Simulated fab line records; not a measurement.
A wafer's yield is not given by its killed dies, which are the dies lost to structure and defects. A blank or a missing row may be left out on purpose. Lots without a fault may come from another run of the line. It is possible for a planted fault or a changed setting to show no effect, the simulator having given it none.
The same fault as seen by 2 desks ; flow sky130 ; each desk has only its own numbers; what lay behind them comes last

THE METROLOGY DESK
Lot by lot, what the gauges showed, no matter which tool ran the lot: averages of those sampled wafers that carry a number. A lot is out of limits, marked OUT, if its mean lies more than 4 standard deviations from the usual mean; the brackets give that distance.
Columns: A = METAL1_ALCU_THK at SKY_METAL1_THK_MEAS_06, usual 248.1 nm; B = VIA2_HDPCVD_THK at SKY_VIA2_THK_MEAS_01, usual 1180 nm; C = VIA2_BOW at SKY_VIA2_BOW_MEAS_03, usual 86 um
lot;first seen here;A;B;C
L635;day 31 12:05;245.0;1178;91
L636;day 32 04:40;250.5;1182;81
L637;day 32 10:58;251.2;1181;85
L640;day 33 10:19;243.7;1174;88
L641;day 33 23:11;244.7;1183;90
L643;day 34 08:49;250.1;1171;84
L645;day 35 00:46;248.2;1174;83
L650;day 36 14:13;247.5;1173;80
L653;day 37 06:14;249.9;1173;86
L652;day 37 07:17;249.9;1158;91
L655;day 38 05:26;245.9;1178;88
L656;day 38 15:38;249.6;1192;77
L657;day 38 20:20;247.4;1184;84
Result from this desk: across the 13 lots, nothing is out of limits.

DESK OF THE TOOL OWNER: pvd sputter-03
The tool's own readings at SKY_VIA1_SPUTTER_20 (material TiN, target thk 20 nm, time 80 s): means of the sampled wafers that have a number, for each lot that ran on this tool. A lot is out of limits, marked OUT, if its mean lies more than 4 standard deviations from the usual mean; the brackets give that distance.
Columns: A = cathode dc power W at SKY_VIA1_SPUTTER_20, usual 4000.1 W; B = throttle valve pct at SKY_VIA1_SPUTTER_20, usual 29.9 %
lot;first seen here;A;B
L636;day 34 12:29;4000.3;30.3
L641;day 36 05:36;4085.8 (+99 or more) OUT;30.0
L643;day 36 15:22;4169.9 (+99 or more) OUT;30.1
Finding of this desk: L641, L643 out of limits; the first was L641 at day 36 05:36, on cathode dc power W at SKY_VIA1_SPUTTER_20. Within limits: L636.

TAKEN TOGETHER
An alarm could have come from the tool owner's desk at day 36 05:36, on L641, L643.
Nothing out of limits was seen by the metrology desk.
The metrology desk has L641, L643 on record, within its limits.
Of the lots named, all ran SKY_VIA1_SPUTTER_20 on pvd sputter-03.

WHAT THE SIMULATOR HAD INSERTED
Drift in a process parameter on pvd sputter-03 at SKY_VIA1_SPUTTER_20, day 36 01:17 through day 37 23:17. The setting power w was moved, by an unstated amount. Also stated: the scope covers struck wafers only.
Struck lots among those shown: L641, L643.
Each desk's first reading out of limits, in hours after the fault started: the tool owner's desk, 4.
